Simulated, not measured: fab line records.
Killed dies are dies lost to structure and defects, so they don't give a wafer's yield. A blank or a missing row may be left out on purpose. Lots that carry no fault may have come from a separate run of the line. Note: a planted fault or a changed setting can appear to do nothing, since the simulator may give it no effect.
What tool caused it? :: flow gf180mcu :: Sampling: 11 lots, 33 wafers, 6 of 602 route steps

== WHAT EACH GAUGE READ, for each wafer ==
GF_STI_THK_MEAS_04.
lot: L872
measured: day 1 14:04
on: film-metro-02
STI_CVD_03_THK (nm): 207.4 208.8 206.7

lot: L876
measured: day 2 09:34
on: film-metro-03
STI_CVD_03_THK (nm): 205.8 206.5 206.2

lot: L877
measured: day 2 15:26
on: film-metro-03
STI_CVD_03_THK (nm): 209.0 207.9 209.2

lot: L878
measured: day 2 20:43
on: film-metro-04
STI_CVD_03_THK (nm): 206.2 206.9 206.4

lot: L881
measured: day 3 12:59
on: film-metro-04
STI_CVD_03_THK (nm): 208.6 207.9 209.5

lot: L882
measured: day 3 16:44
on: film-metro-04
STI_CVD_03_THK (nm): 206.5 207.2 208.1

lot: L884
measured: day 4 01:34
on: film-metro-02
STI_CVD_03_THK (nm): 211.1 208.4 209.7

lot: L889
measured: day 5 02:34
on: film-metro-03
STI_CVD_03_THK (nm): 207.9 205.3 205.8

lot: L891
measured: day 5 12:34
on: film-metro-04
STI_CVD_03_THK (nm): 207.1 206.7 206.3

lot: L894
measured: day 6 03:34
on: film-metro-03
STI_CVD_03_THK (nm): 204.5 203.7 204.0

lot: L895
measured: day 6 12:10
on: film-metro-04
STI_CVD_03_THK (nm): 206.1 208.1 207.4

GF_STI_CD_MEAS_12 targets a cd of 220 nm.
lot: L872
measured: day 2 02:15
on: cd-sem-01
cd-nm (nm): 220.0 220.0 219.8

lot: L876
measured: day 2 21:53
on: cd-sem-02
cd-nm (nm): 218.5 218.4 217.9

lot: L877
measured: day 3 03:29
on: cd-sem-01
cd-nm (nm): 222.0 220.3 221.8

lot: L878
measured: day 3 09:17
on: cd-sem-01
cd-nm (nm): 219.3 220.4 218.9

lot: L881
measured: day 4 01:13
on: cd-sem-02
cd-nm (nm): 220.2 219.6 219.0

lot: L882
measured: day 4 05:54
on: cd-sem-02
cd-nm (nm): 221.9 220.9 220.0

lot: L884
measured: day 4 13:44
on: cd-sem-01
cd-nm (nm): 219.2 218.7 219.1

lot: L889
measured: day 5 17:00
on: cd-sem-02
cd-nm (nm): 219.8 220.5 219.1

lot: L891
measured: day 6 02:53
on: cd-sem-01
cd-nm (nm): 220.2 221.1 221.3

lot: L894
measured: day 6 18:06
on: cd-sem-02
cd-nm (nm): 222.0 223.3 220.9

lot: L895
measured: day 7 03:52
on: cd-sem-02
cd-nm (nm): 220.4 220.6 219.3

GF_LVPWELL_TW_MEAS_11.
lot: L872
measured: day 3 22:07
on: film-metro-01
LVPWELL_TW: 564 565 563

lot: L876
measured: day 5 01:37
on: film-metro-02
LVPWELL_TW: 556 561 560

lot: L877
measured: day 5 05:56
on: film-metro-01
LVPWELL_TW: 565 559 561

lot: L878
measured: day 5 09:10
on: film-metro-02
LVPWELL_TW: 557 558 559

lot: L881
measured: day 6 02:59
on: film-metro-04
LVPWELL_TW: 568 565 568

lot: L882
measured: day 6 06:01
on: film-metro-01
LVPWELL_TW: 563 559 559

lot: L884
measured: day 6 13:59
on: film-metro-02
LVPWELL_TW: 30 30 30 30 30 30

lot: L889
measured: day 7 20:32
on: film-metro-02
LVPWELL_TW: 559 558 556

lot: L891
measured: day 8 08:49
on: film-metro-04
LVPWELL_TW: 566 572 569

lot: L894
measured: day 9 01:02
on: film-metro-02
LVPWELL_TW: 559 559 559

lot: L895
measured: day 9 16:29
on: film-metro-01
LVPWELL_TW: 560 560 562

GF_VT_IMPLANT_OVL_MEAS_29.
lot: L872
measured: day 6 22:08
on: overlay-02
VT_IMPLANT_02_OVL (nm): 0.8 2.0 0.1

lot: L876
measured: day 8 05:38
on: overlay-01
VT_IMPLANT_02_OVL (nm): 1.4 0.6 1.2

lot: L877
measured: day 8 11:47
on: overlay-02
VT_IMPLANT_02_OVL (nm): 0.0 -0.4 -1.4

lot: L878
measured: day 8 15:14
on: overlay-01
VT_IMPLANT_02_OVL (nm): -2.5 -3.0 -2.5

lot: L881
measured: day 9 12:33
on: overlay-02
VT_IMPLANT_02_OVL (nm): -0.4 1.7 0.5

lot: L882
measured: day 9 16:20
on: overlay-02
VT_IMPLANT_02_OVL (nm): 2.8 4.3 0.2

lot: L889
measured: day 11 12:44
on: overlay-01
VT_IMPLANT_02_OVL (nm): -2.7 -2.0 -1.3

lot: L891
measured: day 12 03:59
on: overlay-01
VT_IMPLANT_02_OVL (nm): -3.7 -5.1 -1.7

lot: L894
measured: day 12 21:02
on: overlay-01
VT_IMPLANT_02_OVL (nm): -4.0 -2.1 -3.2

lot: L895
measured: day 13 15:32
on: overlay-01
VT_IMPLANT_02_OVL (nm): -2.1 -2.3 -0.6

== WHICH TOOL RAN EACH LOT (tool, then ch and the chambers of the sampled wafers, then the start) ==
lot: L872
GF_NWELL_STRIP_10: plasma-asher-03 ch 0,1, day 3 08:35
GF_LVPWELL_STRIP_10: plasma-asher-04 ch 0,1, day 3 22:01

lot: L876
GF_NWELL_STRIP_10: plasma-asher-03 ch 0,1, day 4 11:25
GF_LVPWELL_STRIP_10: plasma-asher-04 ch 0,1, day 5 01:31

lot: L877
GF_NWELL_STRIP_10: plasma-asher-03 ch 0,1, day 4 15:29
GF_LVPWELL_STRIP_10: plasma-asher-04 ch 0,1, day 5 05:50

lot: L878
GF_NWELL_STRIP_10: plasma-asher-01 ch 0,1, day 4 19:02
GF_LVPWELL_STRIP_10: plasma-asher-02 ch 0,1, day 5 09:04

lot: L881
GF_NWELL_STRIP_10: plasma-asher-02 ch 0,1, day 5 12:31
GF_LVPWELL_STRIP_10: plasma-asher-04 ch 0,1, day 6 02:53

lot: L882
GF_NWELL_STRIP_10: plasma-asher-03 ch 0,1, day 5 15:37
GF_LVPWELL_STRIP_10: plasma-asher-02 ch 0,1, day 6 05:54

lot: L884
GF_NWELL_STRIP_10: plasma-asher-03 ch 0,1, day 5 23:07
GF_LVPWELL_STRIP_10: plasma-asher-01 ch 1, day 6 13:53

lot: L889
GF_NWELL_STRIP_10: plasma-asher-02 ch 0,1, day 7 04:13
GF_LVPWELL_STRIP_10: plasma-asher-02 ch 0,1, day 7 20:26

lot: L891
GF_NWELL_STRIP_10: plasma-asher-02 ch 0,1, day 7 16:07
GF_LVPWELL_STRIP_10: plasma-asher-04 ch 0,1, day 8 08:43

lot: L894
GF_NWELL_STRIP_10: plasma-asher-03 ch 0,1, day 8 07:28
GF_LVPWELL_STRIP_10: plasma-asher-01 ch 0, day 9 00:56

lot: L895
GF_NWELL_STRIP_10: plasma-asher-01 ch 0,1, day 8 22:07
GF_LVPWELL_STRIP_10: plasma-asher-01 ch 0,1, day 9 16:25
- GF_NWELL_STRIP_10: strips in O2/N2.
- GF_LVPWELL_STRIP_10: strips in O2/N2.

== WHAT THE TOOLS THEMSELVES READ (means of the sampled wafers that have a number; where no wafer has one, the mark that the record gives instead) ==
GF_NWELL_STRIP_10.
lot: L872
tool: plasma-asher-03
drypump-motor-current-A (A): 6.0
heater-power-w (W): 334
oes-product-au (a.u.): 0.717
platen-temp-c (C): 249.83
strip-time-to-endpoint-s (s): 37.01

lot: L876
tool: plasma-asher-03
drypump-motor-current-A (A): 6.0
heater-power-w (W): 334
oes-product-au (a.u.): 0.722
platen-temp-c (C): 250.04
strip-time-to-endpoint-s (s): 37.00

lot: L877
tool: plasma-asher-03
drypump-motor-current-A (A): 6.0
heater-power-w (W): 334
oes-product-au (a.u.): 0.721
platen-temp-c (C): 250.08
strip-time-to-endpoint-s (s): 36.83

lot: L878
tool: plasma-asher-01
drypump-motor-current-A (A): 6.0
heater-power-w (W): 340
oes-product-au (a.u.): 0.722
platen-temp-c (C): 249.97
strip-time-to-endpoint-s (s): 36.96

lot: L881
tool: plasma-asher-02
drypump-motor-current-A (A): 5.9
heater-power-w (W): 342
oes-product-au (a.u.): 0.722
platen-temp-c (C): 249.80
strip-time-to-endpoint-s (s): 36.96

lot: L882
tool: plasma-asher-03
drypump-motor-current-A (A): 6.0
heater-power-w (W): 333
oes-product-au (a.u.): 0.722
platen-temp-c (C): 249.88
strip-time-to-endpoint-s (s): 36.93

lot: L884
tool: plasma-asher-03
drypump-motor-current-A (A): 6.0
heater-power-w (W): 336
oes-product-au (a.u.): 0.938
platen-temp-c (C): 249.94
strip-time-to-endpoint-s (s): -

lot: L889
tool: plasma-asher-02
drypump-motor-current-A (A): 5.9
heater-power-w (W): 346
oes-product-au (a.u.): 0.727
platen-temp-c (C): 249.97
strip-time-to-endpoint-s (s): 36.94

lot: L891
tool: plasma-asher-02
drypump-motor-current-A (A): 5.6
heater-power-w (W): 358
oes-product-au (a.u.): 0.721
platen-temp-c (C): 249.82
strip-time-to-endpoint-s (s): 37.25

lot: L894
tool: plasma-asher-03
drypump-motor-current-A (A): 6.2
heater-power-w (W): 335
oes-product-au (a.u.): 0.724
platen-temp-c (C): 249.90
strip-time-to-endpoint-s (s): 37.08

lot: L895
tool: plasma-asher-01
drypump-motor-current-A (A): 6.0
heater-power-w (W): 329
oes-product-au (a.u.): 0.727
platen-temp-c (C): 249.85
strip-time-to-endpoint-s (s): 36.94

GF_LVPWELL_STRIP_10.
lot: L872
tool: plasma-asher-04
drypump-motor-current-A (A): 5.6
heater-power-w (W): 333
oes-product-au (a.u.): 0.721
platen-temp-c (C): 250.03
strip-time-to-endpoint-s (s): 37.04

lot: L876
tool: plasma-asher-04
drypump-motor-current-A (A): 5.8
heater-power-w (W): 340
oes-product-au (a.u.): 0.726
platen-temp-c (C): 250.17
strip-time-to-endpoint-s (s): 36.97

lot: L877
tool: plasma-asher-04
drypump-motor-current-A (A): 5.8
heater-power-w (W): 350
oes-product-au (a.u.): 0.720
platen-temp-c (C): 250.01
strip-time-to-endpoint-s (s): 36.98

lot: L878
tool: plasma-asher-02
drypump-motor-current-A (A): 5.6
heater-power-w (W): 355
oes-product-au (a.u.): 0.721
platen-temp-c (C): 249.94
strip-time-to-endpoint-s (s): 37.04

lot: L881
tool: plasma-asher-04
drypump-motor-current-A (A): 5.8
heater-power-w (W): 350
oes-product-au (a.u.): 0.724
platen-temp-c (C): 249.68
strip-time-to-endpoint-s (s): 37.10

lot: L882
tool: plasma-asher-02
drypump-motor-current-A (A): 5.6
heater-power-w (W): 359
oes-product-au (a.u.): 0.722
platen-temp-c (C): 250.14
strip-time-to-endpoint-s (s): 37.08

lot: L884
tool: plasma-asher-01
drypump-motor-current-A (A): 6.0
heater-power-w (W): 346
oes-product-au (a.u.): 0.732
platen-temp-c (C): 249.90
strip-time-to-endpoint-s (s): 57.73

lot: L889
tool: plasma-asher-02
drypump-motor-current-A (A): 5.6
heater-power-w (W): 356
oes-product-au (a.u.): 0.718
platen-temp-c (C): 249.98
strip-time-to-endpoint-s (s): 36.97

lot: L891
tool: plasma-asher-04
drypump-motor-current-A (A): 5.6
heater-power-w (W): 337
oes-product-au (a.u.): 0.722
platen-temp-c (C): 249.91
strip-time-to-endpoint-s (s): 37.05

lot: L894
tool: plasma-asher-01
drypump-motor-current-A (A): 6.0
heater-power-w (W): 317
oes-product-au (a.u.): 0.722
platen-temp-c (C): 250.03
strip-time-to-endpoint-s (s): 37.06

lot: L895
tool: plasma-asher-01
drypump-motor-current-A (A): 6.0
heater-power-w (W): 331
oes-product-au (a.u.): 0.717
platen-temp-c (C): 250.22
strip-time-to-endpoint-s (s): 36.75

== THE ANSWER, worked out from the rows above alone ==
Rule: the usual values come from the lots themselves. Put in order of their means at a reading, lots are off if they are a third of the lots or fewer, leave a main group of 4 or more, and stand apart from it by a gap of 3 or more times the standard deviation of the main group's means; of several such gaps the widest counts. If all means in a main group match to the digits the tables above print for the reading, that group is not used. A lot without any number at a reading at which 4 lots or more have one is off too. Where the step has rows for the other lots, those lots are counted as sound. First the gauges in route order, then the tools' own readings, where a lot's mean is used as printed above. The first step at which some lot is off is used, and at that step the reading that is off furthest; a lot without a number counts as furthest.
Off: at GF_LVPWELL_TW_MEAS_11 (LVPWELL_TW), L884. The main group: mean 562, standard deviation 3.7.
If a tool, at a process step before that reading, ran all the lots that are off and no sound lot after the first of them, it fits. Not tried: the gauges at GF_LVPWELL_TW_MEAS_11; whatever is off there is also off at GF_NWELL_STRIP_10, on other tools, and gauge error can't account for it. Of those tried, none fits.

== WHAT THE SIMULATOR PUT IN ==
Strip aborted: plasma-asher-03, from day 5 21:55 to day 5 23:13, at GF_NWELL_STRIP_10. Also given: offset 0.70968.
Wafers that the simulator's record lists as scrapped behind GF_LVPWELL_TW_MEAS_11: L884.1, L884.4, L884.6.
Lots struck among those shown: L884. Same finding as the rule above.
